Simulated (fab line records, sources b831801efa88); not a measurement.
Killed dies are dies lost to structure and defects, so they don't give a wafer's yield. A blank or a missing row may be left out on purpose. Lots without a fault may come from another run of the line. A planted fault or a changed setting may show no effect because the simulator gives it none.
Which tool did it? | flow gf180mcu | 6 lots, 18 wafers sampled, at 2 steps of a route of 602

WHAT THE GAUGES READ, wafer by wafer
GF_V5_RS_MEAS_24: measures by four-point-probe.
lot  | measured     | on            | V5_W_RS (ohm/sq)
L641 | day 27 23:37 | film_metro-01 | 0.332 0.326 0.330
L644 | day 28 21:45 | film_metro-02 | 0.327 0.323 0.332
L647 | day 29 12:11 | film_metro-02 | 0.340 0.329 0.328
L649 | day 30 07:23 | film_metro-02 | 0.329 0.333 0.333
L653 | day 31 07:16 | film_metro-03 | 0.321 0.325 0.311
L661 | day 33 06:16 | film_metro-01 | 0.319 0.322 0.324

WHICH TOOL RAN EACH LOT (tool, then ch and the chambers of the sampled wafers, then the start)
lot  | GF_V1_ETCH_17
L641 | rie_diel-02 ch 1,2,3, day 18 22:00
L644 | rie_diel-02 ch 0,1, day 20 03:00
L647 | rie_diel-02 ch 1,2,3, day 20 23:00
L649 | rie_diel-03 ch 1,2,3, day 21 23:00
L653 | rie_diel-04 ch 0,1,2, day 23 02:00
L661 | rie_diel-02 ch 0,1,3, day 25 16:00
- GF_V1_ETCH_17: etches SiO2 in C4F8/O2/Ar, stops on TiN, target depth 630 nm.

THE ANSWER, worked out from the rows above alone
Rule: what is usual is taken from the lots themselves. Put in order of their means at a reading, lots are off if they are a third of the lots or fewer, leave a main group of 4 or more, and stand apart from it by a gap of 3 or more times the standard deviation of the main group's means; of several such gaps the widest counts. A main group whose means are all the same, to the digits that the tables above print for the reading, isn't used. A lot without any number at a reading at which 4 lots or more have one is off too. The other lots that the step has rows for count as sound.
No lot is off at any reading shown: from this, nothing can be told.

WHAT THE SIMULATOR HAD PUT IN
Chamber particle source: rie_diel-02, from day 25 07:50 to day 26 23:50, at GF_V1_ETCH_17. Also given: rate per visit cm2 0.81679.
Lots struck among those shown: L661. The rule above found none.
